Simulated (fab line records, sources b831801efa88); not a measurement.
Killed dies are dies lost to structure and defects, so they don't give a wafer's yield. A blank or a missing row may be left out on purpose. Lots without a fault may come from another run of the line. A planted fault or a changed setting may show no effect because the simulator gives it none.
fab line records | flow gf180mcu
record lots=5 wafers=15 last_day=34
route steps=602 shown HV_LDD@184
lots that met no fault: from a run of the same line without faults
start_h: hours from the record's first day to the start of the lot's first wafer shown | wait_h: hours since the lot's step before | " the same as in the row above | L1.1+2: a row that stands for several wafers | - no value, or no start given | * or withheld: withheld | < > ~ a bound
route shown NAME@n: a module of which the file shows steps, and the number in the route of the first | usual: mean/standard deviation of fault-free wafers | same: alike in all rows | chamber/n: place in a boat | sites: the reading at each site | _std_site: their standard deviation | _edge_site: outer sites' mean less inner sites' | radius_mm: how far each site lies from the wafer's centre | mask NAME#n: copy n | behind: the tool/chamber that last shaped the wafer | hold: why the lot was held/for how many hours/how that ended | device: the transistor (n, p or np) that didn't switch | end of line: the same wafers' tests at the end of the route | a step without rows: its recipe alone | killed: dies lost to structure and defects at the first sort, not the wafer's yield | map: a wafer's dies, x killed, . not, _ none there
set.NAME: the setting as run; set.NAME@STEP: as run at that earlier step | model.NAME: the simulator's own value behind a step, which no gauge read
lots at some steps of the route; a table a step, a row a wafer
services: from which hour (start_h, from the record's first day; less than 0 if before it) a tool's chamber was out of use, for how many hours, and why
## steps
# step GF_HV_LDD_OVL_MEAS_08
# usual HV_LDD_OVL=-0.9/1.3
# columns lot.wafer tool chamber start_h wait_h HV_LDD_OVL[nm]
L075.1 overlay-01 - 223.09 0.1 -1.8
L075.5 " - " " 0.1
L075.6 " - " " 0.9
L087.2 overlay-02 - 317.75 0.1 -1.4
L087.3 " - " " -1.9
L087.4 " - " " -2.7
L088.1 overlay-02 - 322.05 0.1 0.1
L088.2 " - " " -1.6
L088.5 " - " " -1.4
L094.1 overlay-02 - 364.17 0.1 -2.3
L094.3 " - " " -3.0
L094.4 " - " " -3.3
L097.2 overlay-02 - 390.70 0.1 -1.8
L097.3 " - " " -0.7
L097.6 " - " " -1.4
# step GF_HV_LDD_IMPLANT_09
# recipe species=As energy_kev=40 dose_cm2=1e+14 tilt_deg=7
# usual tilt_deg=7.005/0.021
# columns lot.wafer tool chamber start_h wait_h tilt_deg
L075.1 implanter-03 0 223.13 0.0 6.977
L075.5 " 0 " " 6.987
L075.6 " 0 " " 6.980
L087.2 implanter-01 0 317.80 0.0 7.039
L087.3 " 0 " " 7.007
L087.4 " 0 " " 7.044
L088.1 implanter-04 0 322.09 0.0 6.989
L088.2 " 0 " " 7.004
L088.5 " 0 " " 6.977
L094.1 implanter-03 0 364.20 0.0 6.979
L094.3 " 0 " " 6.960
L094.4 " 0 " " 6.990
L097.2 implanter-01 0 390.75 0.0 6.977
L097.3 " 0 " " 6.993
L097.6 " 0 " " 6.995
# step GF_HV_LDD_STRIP_10
# recipe chemistry=O2/N2 power_w=1400 pressure_mtorr=1500 platen_temp_c=250 o2_flow_sccm=3000 n2_flow_sccm=300 overash_fraction=0.5
# usual drypump_motor_current_A=5.6/0.56 heater_power_w=370/39 oes_product_au=0.716/0.0046 platen_temp_c=250.02/0.17 strip_time_to_endpoint_s=12.65/0.034
# columns lot.wafer tool chamber start_h wait_h drypump_motor_current_A heater_power_w oes_product_au platen_temp_c rf_hours_counter_h strip_time_to_endpoint_s
L075.1 plasma_asher-03 0 223.28 0.1 5.9 346 0.715 250.01 44 12.66
L075.5 " 0 " " 5.9 337 0.716 249.79 - 12.62
L075.6 " 1 " " 4.7 303 0.709 249.87 - 12.65
L087.2 plasma_asher-04 0 317.93 0.1 4.9 383 0.726 249.85 66 12.67
L087.3 " 1 " " 6.2 421 0.724 249.91 - 12.72
L087.4 " 0 " " 4.9 381 0.715 249.75 - 12.69
L088.1 plasma_asher-03 0 322.24 0.1 5.9 338 0.714 250.09 55 12.69
L088.2 " 1 " " 4.7 299 0.710 250.13 55 12.72
L088.5 " 1 " " 4.7 300 0.708 250.27 - 12.67
L094.1 plasma_asher-04 0 364.35 0.1 4.9 374 0.724 249.82 71 12.63
L094.3 " 0 " " 4.9 387 0.710 249.68 - 12.62
L094.4 " 1 " " 6.2 433 0.721 250.09 - 12.63
L097.2 plasma_asher-04 1 390.88 0.1 6.2 440 0.712 250.23 74 12.66
L097.3 " 0 " " 4.9 379 0.715 250.10 - 12.66
L097.6 " 1 " " 6.2 429 0.722 250.14 - 12.67
# step GF_HV_LDD_TW_MEAS_11
# usual HV_LDD_TW=2390/19
# columns lot.wafer tool chamber start_h wait_h HV_LDD_TW
L075.1 film_metro-01 - 223.38 0.1 2394
L075.5 " - " " 2400
L075.6 " - " " 2388
L087.2 film_metro-02 - 318.04 0.1 2385
L087.3 " - " " 2399
L087.4 " - " " 2399
L088.1 film_metro-01 - 322.34 0.1 2411
L088.2 " - " " 2403
L088.5 " - " " 2420
L094.1 film_metro-01 - 364.45 0.1 2402
L094.3 " - " " 2405
L094.4 " - " " 2417
L097.2 film_metro-04 - 390.99 0.1 2386
L097.3 " - " " 2368
L097.6 " - " " 2374
# step GF_HV_LDD_DEHYDRATE_12
# recipe temp_c=200 time_s=60
# columns lot.wafer tool chamber start_h wait_h
L075.1+5+6 litho_track-02 0 231.52 8.1
L087.2+3+4 litho_track-03 0 327.17 9.1
L088.1+2+5 litho_track-01 0 332.58 10.2
L094.1+3+4 litho_track-01 0 375.58 11.1
L097.2+3+6 litho_track-03 0 402.02 11.0
# step GF_HV_LDD_HMDS_13
# recipe prime_time_s=60 prime_temp_c=120
# columns lot.wafer tool chamber start_h wait_h
L075.1+5+6 litho_track-02 0 231.67 0.1
L087.2+3+4 litho_track-03 0 327.32 0.1
L088.1+2+5 litho_track-01 0 332.73 0.1
L094.1+3+4 litho_track-01 0 375.73 0.1
L097.2+3+6 litho_track-03 0 402.17 0.1
# step GF_HV_LDD_COAT_14
# recipe resist=NOVOLAK spin_rpm=3000 resist_thk_nm=1000
# columns lot.wafer tool chamber start_h wait_h
L075.1+5+6 litho_track-02 0 231.82 0.1
L087.2+3+4 litho_track-03 0 327.47 0.1
L088.1+2+5 litho_track-01 0 332.88 0.1
L094.1+3+4 litho_track-01 0 375.88 0.1
L097.2+3+6 litho_track-03 0 402.32 0.1
# step GF_HV_LDD_SOFTBAKE_15
# recipe temp_c=90 time_s=60 resist=NOVOLAK
# columns lot.wafer tool chamber start_h wait_h
L075.1+5+6 litho_track-02 0 231.97 0.1
L087.2+3+4 litho_track-03 0 327.62 0.1
L088.1+2+5 litho_track-01 0 333.03 0.1
L094.1+3+4 litho_track-01 0 376.03 0.1
L097.2+3+6 litho_track-03 0 402.47 0.1
# step GF_HV_LDD_EXPOSE_16
# recipe mask_id=Pplus_LV_AREA target_cd_nm=400 na=0.6 source_shape=conventional sigma_outer=0.6 dose_mj=140
# columns lot.wafer tool chamber start_h wait_h mask
L075.1+5+6 iline_stepper-02 0 - - Pplus_LV_AREA#0
L087.2+3+4 iline_stepper-01 0 - - Pplus_LV_AREA#0
L088.1+2+5 iline_stepper-01 0 - - Pplus_LV_AREA#0
L094.1+3+4 iline_stepper-01 0 - - Pplus_LV_AREA#0
L097.2+3+6 iline_stepper-01 0 - - Pplus_LV_AREA#0
# step GF_HV_LDD_PEB_17
# recipe temp_c=withheld time_s=* resist=NOVOLAK
# columns lot.wafer tool chamber start_h wait_h
L075.1+5+6 litho_track-03 0 - -
L087.2+3+4 litho_track-01 0 - -
L088.1+2+5 litho_track-02 0 - -
L094.1+3+4 litho_track-02 0 - -
L097.2+3+6 litho_track-02 0 - -
# step GF_HV_LDD_DEVELOP_18
# recipe develop_time_s=60 dev_temp_c=23
# columns lot.wafer tool chamber start_h wait_h
L075.1+5+6 litho_track-03 0 241.00 0.1
L087.2+3+4 litho_track-01 0 338.11 0.1
L088.1+2+5 litho_track-02 0 343.52 0.1
L094.1+3+4 litho_track-02 0 387.27 0.1
L097.2+3+6 litho_track-02 0 414.29 0.1
# step GF_HV_LDD_CD_MEAS_19
# recipe target_cd_nm=400
# usual cd_nm=399.7/1.7
# columns lot.wafer tool chamber start_h wait_h cd_nm
L075.1 cd_sem-01 - 241.15 0.1 400.4
L075.5 " - " " 401.3
L075.6 " - " " 398.7
L087.2 cd_sem-01 - 338.25 0.1 398.6
L087.3 " - " " 397.1
L087.4 " - " " 399.0
L088.1 cd_sem-01 - 343.67 0.1 403.3
L088.2 " - " " 402.8
L088.5 " - " " 401.1
L094.1 cd_sem-02 - 388.15 0.9 397.8
L094.3 " - " " 399.8
L094.4 " - " " 401.2
L097.2 cd_sem-01 - 414.44 0.1 399.3
L097.3 " - " " 398.2
L097.6 " - " " 399.4
# step GF_HV_LDD_OVL_MEAS_20
# usual HV_LDD_01_OVL=-0.6/1.2
# columns lot.wafer tool chamber start_h wait_h HV_LDD_01_OVL[nm]
L075.1 overlay-02 - 241.27 0.1 -0.1
L075.5 " - " " -0.7
L075.6 " - " " 0.4
L087.2 overlay-02 - 338.36 0.1 -1.5
L087.3 " - " " -1.2
L087.4 " - " " -1.9
L088.1 overlay-02 - 343.80 0.1 -0.1
L088.2 " - " " -0.2
L088.5 " - " " -0.8
L094.1 overlay-01 - 388.27 0.1 0.3
L094.3 " - " " 1.8
L094.4 " - " " 0.0
L097.2 overlay-02 - 414.55 0.1 -0.6
L097.3 " - " " -0.9
L097.6 " - " " -0.5
# step GF_HV_LDD_IMPLANT_21
# recipe species=BF2 energy_kev=25 dose_cm2=5e+13 tilt_deg=7
# usual tilt_deg=7.002/0.018
# columns lot.wafer tool chamber start_h wait_h tilt_deg
L075.1 implanter-03 0 241.31 0.0 7.001
L075.5 " 0 " " 7.000
L075.6 " 0 " " 7.035
L087.2 implanter-01 0 338.41 0.0 7.003
L087.3 " 0 " " 7.003
L087.4 " 0 " " 7.023
L088.1 implanter-04 0 343.84 0.0 7.029
L088.2 " 0 " " 7.033
L088.5 " 0 " " 7.019
L094.1 implanter-04 0 388.31 0.0 7.007
L094.3 " 0 " " 6.992
L094.4 " 0 " " 7.014
L097.2 implanter-04 0 414.60 0.0 7.032
L097.3 " 0 " " 7.012
L097.6 " 0 " " 7.024
# step GF_HV_LDD_STRIP_22
# recipe chemistry=O2/N2 power_w=1400 pressure_mtorr=1500 platen_temp_c=250 o2_flow_sccm=3000 n2_flow_sccm=300 overash_fraction=0.5
# usual drypump_motor_current_A=5.6/0.57 heater_power_w=370/38 oes_product_au=0.715/0.0042 platen_temp_c=250.03/0.19 strip_time_to_endpoint_s=12.65/0.038
# columns lot.wafer tool chamber start_h wait_h drypump_motor_current_A heater_power_w oes_product_au platen_temp_c rf_hours_counter_h strip_time_to_endpoint_s
L075.1 plasma_asher-03 0 241.46 0.1 5.9 345 0.721 250.22 46 12.55
L075.5 " 0 " " 6.0 342 0.713 250.17 - 12.57
L075.6 " 1 " " 4.7 298 0.715 250.06 - 12.54
L087.2 plasma_asher-04 1 338.54 0.1 6.2 419 0.716 250.09 68 12.67
L087.3 " 1 " " 6.2 430 0.709 250.17 - 12.68
L087.4 " 0 " " 4.9 380 0.711 249.96 - 12.64
L088.1 plasma_asher-01 0 343.99 0.1 6.1 364 0.717 249.85 68 12.64
L088.2 " 1 " " 5.8 348 0.713 250.14 68 12.60
L088.5 " 0 " " 6.1 374 0.714 250.11 - 12.63
L094.1 plasma_asher-04 0 388.46 0.1 4.9 386 0.718 249.72 73 12.66
L094.3 " 1 " " 6.2 424 0.723 250.26 - 12.68
L094.4 " 0 " " 4.9 381 0.717 249.82 - 12.67
L097.2 plasma_asher-03 0 414.73 0.1 6.0 341 0.710 250.36 64 12.64
L097.3 " 1 " " 4.7 301 0.721 249.95 - 12.62
L097.6 " 0 " " 6.0 341 0.721 250.28 - 12.64
# step GF_HV_LDD_TW_MEAS_23
# usual HV_LDD_2_TW=1042/8.7
# columns lot.wafer tool chamber start_h wait_h HV_LDD_2_TW
L075.1 film_metro-01 - 241.56 0.1 1055
L075.5 " - " " 1061
L075.6 " - " " 1058
L087.2 film_metro-04 - 338.65 0.1 1032
L087.3 " - " " 1036
L087.4 " - " " 1033
L088.1 film_metro-04 - 344.09 0.1 1035
L088.2 " - " " 1030
L088.5 " - " " 1035
L094.1 film_metro-04 - 388.56 0.1 1038
L094.3 " - " " 1029
L094.4 " - " " 1036
L097.2 film_metro-04 - 414.84 0.1 1036
L097.3 " - " " 1041
L097.6 " - " " 1038
# step GF_HV_LDD_DEHYDRATE_24
# recipe temp_c=200 time_s=60
# columns lot.wafer tool chamber start_h wait_h
L075.1+5+6 litho_track-03 0 249.40 7.8
L087.2+3+4 litho_track-01 0 348.41 9.7
L088.1+2+5 litho_track-01 0 354.08 10.0
L094.1+3+4 litho_track-01 0 398.18 9.6
L097.2+3+6 litho_track-02 0 425.59 10.7
# step GF_HV_LDD_HMDS_25
# recipe prime_time_s=60 prime_temp_c=120
# columns lot.wafer tool chamber start_h wait_h
L075.1+5+6 litho_track-03 0 249.55 0.1
L087.2+3+4 litho_track-01 0 348.56 0.1
L088.1+2+5 litho_track-01 0 354.23 0.1
L094.1+3+4 litho_track-01 0 398.33 0.1
L097.2+3+6 litho_track-02 0 425.74 0.1
# step GF_HV_LDD_COAT_26
# recipe resist=NOVOLAK spin_rpm=3000 resist_thk_nm=1000
# columns lot.wafer tool chamber start_h wait_h
L075.1+5+6 litho_track-03 0 249.70 0.1
L087.2+3+4 litho_track-01 0 348.71 0.1
L088.1+2+5 litho_track-01 0 354.38 0.1
L094.1+3+4 litho_track-01 0 398.48 0.1
L097.2+3+6 litho_track-02 0 425.89 0.1
# step GF_HV_LDD_SOFTBAKE_27
# recipe temp_c=90 time_s=60 resist=NOVOLAK
# columns lot.wafer tool chamber start_h wait_h
L075.1+5+6 litho_track-03 0 249.85 0.1
L087.2+3+4 litho_track-01 0 348.86 0.1
L088.1+2+5 litho_track-01 0 354.53 0.1
L094.1+3+4 litho_track-01 0 398.63 0.1
L097.2+3+6 litho_track-02 0 426.04 0.1
# step GF_HV_LDD_EXPOSE_28
# recipe mask_id=Nplus_HV_AREA target_cd_nm=400 na=0.6 source_shape=conventional sigma_outer=0.6 dose_mj=140
# columns lot.wafer tool chamber start_h wait_h mask
L075.1+5+6 iline_stepper-02 0 - - Nplus_HV_AREA#0
L087.2+3+4 iline_stepper-01 0 - - Nplus_HV_AREA#0
L088.1+2+5 iline_stepper-01 0 - - Nplus_HV_AREA#0
L094.1+3+4 iline_stepper-02 0 - - Nplus_HV_AREA#0
L097.2+3+6 iline_stepper-02 0 - - Nplus_HV_AREA#0
# step GF_HV_LDD_PEB_29
# recipe temp_c=withheld time_s=* resist=NOVOLAK
# columns lot.wafer tool chamber start_h wait_h
L075.1+5+6 litho_track-03 0 - -
L087.2+3+4 litho_track-02 0 - -
L088.1+2+5 litho_track-01 0 - -
L094.1+3+4 litho_track-01 0 - -
L097.2+3+6 litho_track-03 0 - -
# step GF_HV_LDD_DEVELOP_30
# recipe develop_time_s=60 dev_temp_c=23
# columns lot.wafer tool chamber start_h wait_h
L075.1+5+6 litho_track-03 0 258.85 0.1
L087.2+3+4 litho_track-02 0 359.85 0.1
L088.1+2+5 litho_track-01 0 365.28 0.1
L094.1+3+4 litho_track-01 0 410.83 0.1
L097.2+3+6 litho_track-03 0 438.47 0.1
# step GF_HV_LDD_CD_MEAS_31
# recipe target_cd_nm=400
# usual cd_nm=400.1/2.3
# columns lot.wafer tool chamber start_h wait_h cd_nm
L075.1 cd_sem-01 - 259.00 0.1 401.3
L075.5 " - " " 402.9
L075.6 " - " " 402.9
L087.2 cd_sem-02 - 359.99 0.1 398.8
L087.3 " - " " 399.9
L087.4 " - " " 399.5
L088.1 cd_sem-02 - 365.43 0.1 397.6
L088.2 " - " " 399.8
L088.5 " - " " 399.7
L094.1 cd_sem-01 - 410.98 0.1 398.8
L094.3 " - " " 400.7
L094.4 " - " " 398.3
L097.2 cd_sem-02 - 438.62 0.1 404.1
L097.3 " - " " 403.3
L097.6 " - " " 404.8
# step GF_HV_LDD_OVL_MEAS_32
# usual HV_LDD_02_OVL=-0.1/1.2
# columns lot.wafer tool chamber start_h wait_h HV_LDD_02_OVL[nm]
L075.1 overlay-01 - 259.12 0.1 -0.4
L075.5 " - " " -0.6
L075.6 " - " " -0.7
L087.2 overlay-01 - 360.10 0.1 -0.3
L087.3 " - " " -0.2
L087.4 " - " " 0.2
L088.1 overlay-02 - 365.55 0.1 0.7
L088.2 " - " " -0.2
L088.5 " - " " -1.0
L094.1 overlay-02 - 411.10 0.1 -0.3
L094.3 " - " " -1.2
L094.4 " - " " -0.4
L097.2 overlay-01 - 438.72 0.1 -0.3
L097.3 " - " " 1.5
L097.6 " - " " -0.9
# step GF_HV_LDD_IMPLANT_33
# recipe species=P energy_kev=60 dose_cm2=7.5e+12 tilt_deg=30 rotation_deg=0
# usual tilt_deg=30.005/0.022
# columns lot.wafer tool chamber start_h wait_h tilt_deg
L075.1 implanter-03 0 259.16 0.0 30.032
L075.5 " 0 " " 30.032
L075.6 " 0 " " 30.025
L087.2 implanter-04 0 360.15 0.0 30.025
L087.3 " 0 " " 30.030
L087.4 " 0 " " 29.990
L088.1 implanter-01 0 365.59 0.0 29.985
L088.2 " 0 " " 29.989
L088.5 " 0 " " 29.982
L094.1 implanter-03 0 411.14 0.0 30.006
L094.3 " 0 " " 30.033
L094.4 " 0 " " 30.016
L097.2 implanter-03 0 438.78 0.0 30.049
L097.3 " 0 " " 30.061
L097.6 " 0 " " 30.043
# step GF_HV_LDD_IMPLANT_34
# recipe species=P energy_kev=60 dose_cm2=7.5e+12 tilt_deg=30 rotation_deg=90
# usual tilt_deg=30.001/0.022
# columns lot.wafer tool chamber start_h wait_h tilt_deg
L075.1 implanter-03 0 259.31 0.1 30.014
L075.5 " 0 " " 30.016
L075.6 " 0 " " 29.987
L087.2 implanter-04 0 360.30 0.1 30.051
L087.3 " 0 " " 30.010
L087.4 " 0 " " 29.999
L088.1 implanter-01 0 365.74 0.1 30.038
L088.2 " 0 " " 30.015
L088.5 " 0 " " 29.994
L094.1 implanter-03 0 411.29 0.1 30.010
L094.3 " 0 " " 29.997
L094.4 " 0 " " 29.998
L097.2 implanter-03 0 438.93 0.1 29.971
L097.3 " 0 " " 29.960
L097.6 " 0 " " 30.023
# step GF_HV_LDD_IMPLANT_35
# recipe species=P energy_kev=60 dose_cm2=7.5e+12 tilt_deg=30 rotation_deg=180
# usual tilt_deg=30.005/0.022
# columns lot.wafer tool chamber start_h wait_h tilt_deg
L075.1 implanter-03 0 259.46 0.1 29.988
L075.5 " 0 " " 29.992
L075.6 " 0 " " 29.990
L087.2 implanter-04 0 360.45 0.1 30.005
L087.3 " 0 " " 30.022
L087.4 " 0 " " 29.997
L088.1 implanter-01 0 365.89 0.1 29.925
L088.2 " 0 " " 29.964
L088.5 " 0 " " 29.954
L094.1 implanter-03 0 411.44 0.1 29.994
L094.3 " 0 " " 29.987
L094.4 " 0 " " 29.996
L097.2 implanter-03 0 439.08 0.1 29.941
L097.3 " 0 " " 30.020
L097.6 " 0 " " 29.954
# step GF_HV_LDD_IMPLANT_36
# recipe species=P energy_kev=60 dose_cm2=7.5e+12 tilt_deg=30 rotation_deg=270
# usual tilt_deg=30.002/0.019
# columns lot.wafer tool chamber start_h wait_h tilt_deg
L075.1 implanter-03 0 259.61 0.1 30.000
L075.5 " 0 " " 30.025
L075.6 " 0 " " 29.987
L087.2 implanter-04 0 360.60 0.1 29.970
L087.3 " 0 " " 30.020
L087.4 " 0 " " 29.997
L088.1 implanter-01 0 366.04 0.1 29.991
L088.2 " 0 " " 29.963
L088.5 " 0 " " 29.973
L094.1 implanter-03 0 411.59 0.1 30.007
L094.3 " 0 " " 29.994
L094.4 " 0 " " 30.005
L097.2 implanter-03 0 439.23 0.1 30.013
L097.3 " 0 " " 30.005
L097.6 " 0 " " 30.005
# step GF_HV_LDD_STRIP_37
# recipe chemistry=O2/N2 power_w=1400 pressure_mtorr=1500 platen_temp_c=250 o2_flow_sccm=3000 n2_flow_sccm=300 overash_fraction=0.5
# usual drypump_motor_current_A=5.6/0.57 heater_power_w=363/39 oes_product_au=0.716/0.0048 platen_temp_c=250.00/0.18 strip_time_to_endpoint_s=12.66/0.039
# columns lot.wafer tool chamber start_h wait_h drypump_motor_current_A heater_power_w oes_product_au platen_temp_c rf_hours_counter_h strip_time_to_endpoint_s
L075.1 plasma_asher-03 0 259.76 0.1 6.0 345 0.714 249.91 48 12.69
L075.5 " 1 " " 4.7 303 0.714 250.01 - 12.69
L075.6 " 0 " " 5.9 339 0.714 249.76 - 12.68
L087.2 plasma_asher-03 1 360.73 0.1 4.7 302 0.722 249.93 59 12.67
L087.3 " 1 " " 4.7 301 0.713 249.82 - 12.71
L087.4 " 0 " " 5.9 347 0.712 250.12 - 12.66
L088.1 plasma_asher-04 1 366.19 0.1 6.1 434 0.714 249.77 71 12.65
L088.2 " 0 " " 4.9 379 0.720 249.93 71 12.61
L088.5 " 0 " " 4.9 375 0.711 249.85 - 12.61
L094.1 plasma_asher-01 1 411.74 0.1 5.7 356 0.715 249.68 76 12.71
L094.3 " 1 " " 5.8 363 0.716 250.30 - 12.67
L094.4 " 0 " " 6.1 377 0.720 250.11 - 12.72
L097.2 plasma_asher-03 0 439.35 0.1 6.0 335 0.719 249.91 68 12.68
L097.3 " 1 " " 4.7 305 0.712 249.86 - 12.65
L097.6 " 1 " " 4.7 308 0.722 250.08 - 12.57
# step GF_HV_LDD_TW_MEAS_38
# usual HV_LDD_3_TW=1425/10
# columns lot.wafer tool chamber start_h wait_h HV_LDD_3_TW
L075.1 film_metro-01 - 259.86 0.1 1445
L075.5 " - " " 1437
L075.6 " - " " 1437
L087.2 film_metro-02 - 360.84 0.1 1430
L087.3 " - " " 1432
L087.4 " - " " 1434
L088.1 film_metro-01 - 366.29 0.1 1431
L088.2 " - " " 1433
L088.5 " - " " 1425
L094.1 film_metro-04 - 411.84 0.1 1424
L094.3 " - " " 1412
L094.4 " - " " 1421
L097.2 film_metro-04 - 439.48 0.1 1411
L097.3 " - " " 1411
L097.6 " - " " 1418
# step GF_HV_LDD_DEHYDRATE_39
# recipe temp_c=200 time_s=60
# columns lot.wafer tool chamber start_h wait_h
L075.1+5+6 litho_track-02 0 269.22 9.4
L087.2+3+4 litho_track-02 0 370.80 9.9
L088.1+2+5 litho_track-03 0 377.00 10.7
L094.1+3+4 litho_track-02 0 422.62 10.8
L097.2+3+6 litho_track-02 0 450.49 11.0
# step GF_HV_LDD_HMDS_40
# recipe prime_time_s=60 prime_temp_c=120
# columns lot.wafer tool chamber start_h wait_h
L075.1+5+6 litho_track-02 0 269.37 0.1
L087.2+3+4 litho_track-02 0 370.95 0.1
L088.1+2+5 litho_track-03 0 377.15 0.1
L094.1+3+4 litho_track-02 0 422.77 0.1
L097.2+3+6 litho_track-02 0 450.64 0.1
# step GF_HV_LDD_COAT_41
# recipe resist=NOVOLAK spin_rpm=3000 resist_thk_nm=1000
# columns lot.wafer tool chamber start_h wait_h
L075.1+5+6 litho_track-02 0 269.52 0.1
L087.2+3+4 litho_track-02 0 371.10 0.1
L088.1+2+5 litho_track-03 0 377.30 0.1
L094.1+3+4 litho_track-02 0 422.92 0.1
L097.2+3+6 litho_track-02 0 450.79 0.1
# step GF_HV_LDD_SOFTBAKE_42
# recipe temp_c=90 time_s=60 resist=NOVOLAK
# columns lot.wafer tool chamber start_h wait_h
L075.1+5+6 litho_track-02 0 269.67 0.1
L087.2+3+4 litho_track-02 0 371.25 0.1
L088.1+2+5 litho_track-03 0 377.45 0.1
L094.1+3+4 litho_track-02 0 423.07 0.1
L097.2+3+6 litho_track-02 0 450.94 0.1
# step GF_HV_LDD_EXPOSE_43
# recipe mask_id=Pplus_HV_AREA target_cd_nm=400 na=0.6 source_shape=conventional sigma_outer=0.6 dose_mj=140
# columns lot.wafer tool chamber start_h wait_h mask
L075.1+5+6 iline_stepper-01 0 - - Pplus_HV_AREA#0
L087.2+3+4 iline_stepper-01 0 - - Pplus_HV_AREA#0
L088.1+2+5 iline_stepper-01 0 - - Pplus_HV_AREA#0
L094.1+3+4 iline_stepper-01 0 - - Pplus_HV_AREA#0
L097.2+3+6 iline_stepper-01 0 - - Pplus_HV_AREA#0
# step GF_HV_LDD_PEB_44
# recipe temp_c=withheld time_s=* resist=NOVOLAK
# columns lot.wafer tool chamber start_h wait_h
L075.1+5+6 litho_track-03 0 - -
L087.2+3+4 litho_track-01 0 - -
L088.1+2+5 litho_track-02 0 - -
L094.1+3+4 litho_track-02 0 - -
L097.2+3+6 litho_track-03 0 - -
# step GF_HV_LDD_DEVELOP_45
# recipe develop_time_s=60 dev_temp_c=23
# columns lot.wafer tool chamber start_h wait_h
L075.1+5+6 litho_track-03 0 278.75 0.1
L087.2+3+4 litho_track-01 0 382.76 0.1
L088.1+2+5 litho_track-02 0 388.57 0.1
L094.1+3+4 litho_track-02 0 435.57 0.1
L097.2+3+6 litho_track-03 0 463.82 0.1
# step GF_HV_LDD_CD_MEAS_46
# recipe target_cd_nm=400
# usual cd_nm=399.4/2
# columns lot.wafer tool chamber start_h wait_h cd_nm
L075.1 cd_sem-01 - 278.90 0.1 401.4
L075.5 " - " " 401.7
L075.6 " - " " 402.8
L087.2 cd_sem-02 - 386.61 3.8 398.1
L087.3 " - " " 401.9
L087.4 " - " " 399.1
L088.1 cd_sem-02 - 388.72 0.1 397.7
L088.2 " - " " 398.6
L088.5 " - " " 397.6
L094.1 cd_sem-02 - 435.72 0.1 400.9
L094.3 " - " " 402.2
L094.4 " - " " 399.5
L097.2 cd_sem-01 - 463.97 0.1 400.7
L097.3 " - " " 398.8
L097.6 " - " " 398.6
# step GF_HV_LDD_OVL_MEAS_47
# usual HV_LDD_03_OVL=0.8/1.3
# columns lot.wafer tool chamber start_h wait_h HV_LDD_03_OVL[nm]
L075.1 overlay-01 - 279.02 0.1 0.1
L075.5 " - " " 0.8
L075.6 " - " " 1.3
L087.2 overlay-01 - 386.72 0.1 0.3
L087.3 " - " " 0.1
L087.4 " - " " -0.3
L088.1 overlay-01 - 388.84 0.1 -0.4
L088.2 " - " " -0.5
L088.5 " - " " -0.6
L094.1 overlay-01 - 435.84 0.1 0.4
L094.3 " - " " -1.4
L094.4 " - " " 1.3
L097.2 overlay-02 - 464.07 0.1 -1.5
L097.3 " - " " 1.6
L097.6 " - " " -0.3
# step GF_HV_LDD_IMPLANT_48
# recipe species=B energy_kev=25 dose_cm2=3e+13 tilt_deg=7
# usual tilt_deg=7.001/0.021
# columns lot.wafer tool chamber start_h wait_h tilt_deg
L075.1 implanter-03 0 279.06 0.0 7.014
L075.5 " 0 " " 7.000
L075.6 " 0 " " 6.991
L087.2 implanter-04 0 386.78 0.0 6.965
L087.3 " 0 " " 7.030
L087.4 " 0 " " 6.985
L088.1 implanter-01 0 388.88 0.0 6.975
L088.2 " 0 " " 6.982
L088.5 " 0 " " 6.992
L094.1 implanter-03 0 435.88 0.0 6.995
L094.3 " 0 " " 7.026
L094.4 " 0 " " 6.998
L097.2 implanter-04 0 464.13 0.0 6.994
L097.3 " 0 " " 7.022
L097.6 " 0 " " 6.988
# step GF_HV_LDD_STRIP_49
# recipe chemistry=O2/N2 power_w=1400 pressure_mtorr=1500 platen_temp_c=250 o2_flow_sccm=3000 n2_flow_sccm=300 overash_fraction=0.5
# usual drypump_motor_current_A=5.6/0.59 heater_power_w=365/40 oes_product_au=0.716/0.0051 platen_temp_c=250.03/0.16 strip_time_to_endpoint_s=12.66/0.042
# columns lot.wafer tool chamber start_h wait_h drypump_motor_current_A heater_power_w oes_product_au platen_temp_c rf_hours_counter_h strip_time_to_endpoint_s
L075.1 plasma_asher-04 0 279.21 0.1 4.9 377 0.712 250.13 62 12.64
L075.5 " 0 " " 4.9 375 0.717 250.22 - 12.65
L075.6 " 1 " " 6.2 423 0.713 250.11 - 12.66
L087.2 plasma_asher-04 0 386.90 0.1 4.9 378 0.715 250.42 73 12.70
L087.3 " 0 " " 4.9 385 0.716 249.89 - 12.65
L087.4 " 1 " " 6.2 424 0.705 249.89 - 12.69
L088.1 plasma_asher-01 1 389.03 0.1 5.7 350 0.714 249.93 73 12.61
L088.2 " 0 " " 6.1 372 0.720 250.06 73 12.61
L088.5 " 0 " " 6.1 371 0.717 250.14 - 12.62
L094.1 plasma_asher-04 0 436.03 0.1 4.9 382 0.714 249.96 78 12.63
L094.3 " 1 " " 6.2 424 0.717 250.12 - 12.64
L094.4 " 0 " " 4.9 378 0.712 250.18 - 12.61
L097.2 plasma_asher-03 0 464.25 0.1 5.9 336 0.716 250.13 70 12.65
L097.3 " 0 " " 5.9 345 0.715 250.03 - 12.62
L097.6 " 0 " " 5.9 352 0.725 249.93 - 12.63
# step GF_HV_LDD_TW_MEAS_50
# usual HV_LDD_4_TW=563/3.9
# columns lot.wafer tool chamber start_h wait_h HV_LDD_4_TW
L075.1 film_metro-02 - 279.31 0.1 570
L075.5 " - " " 567
L075.6 " - " " 569
L087.2 film_metro-02 - 387.01 0.1 565
L087.3 " - " " 562
L087.4 " - " " 564
L088.1 film_metro-04 - 389.13 0.1 562
L088.2 " - " " 561
L088.5 " - " " 562
L094.1 film_metro-01 - 436.13 0.1 572
L094.3 " - " " 573
L094.4 " - " " 571
L097.2 film_metro-04 - 464.36 0.1 557
L097.3 " - " " 563
L097.6 " - " " 560
## services
# columns tool chamber start_h hours kind
implanter-04 - 202.20 7.9 pm
implanter-01 - 217.02 2.0 repair
iline_stepper-02 - 222.55 0.7 repair
iline_stepper-01 - 230.92 1.7 pm
plasma_asher-01 - 244.35 5.9 repair
iline_stepper-01 - 259.31 3.0 repair
implanter-01 - 259.92 1.1 repair
litho_track-01 - 264.54 - consumable_replace:filter
implanter-01 - 278.95 2.2 repair
implanter-04 - 284.34 4.0 repair
plasma_asher-03 - 286.62 2.6 repair
implanter-03 - 288.42 2.3 pm
iline_stepper-01 0 306.30 - calibration
implanter-04 - 326.39 11.2 pm
iline_stepper-02 - 327.51 8.2 repair
plasma_asher-01 - 328.12 7.4 repair
implanter-04 - 339.22 1.0 repair
implanter-01 - 342.26 4.0 repair
iline_stepper-02 - 348.40 2.6 repair
iline_stepper-02 - 357.42 1.7 pm
plasma_asher-01 - 421.25 9.0 pm
plasma_asher-03 - 439.63 3.0 repair
iline_stepper-01 - 449.10 1.7 pm
iline_stepper-02 - 450.94 9.8 repair
## key
fault none
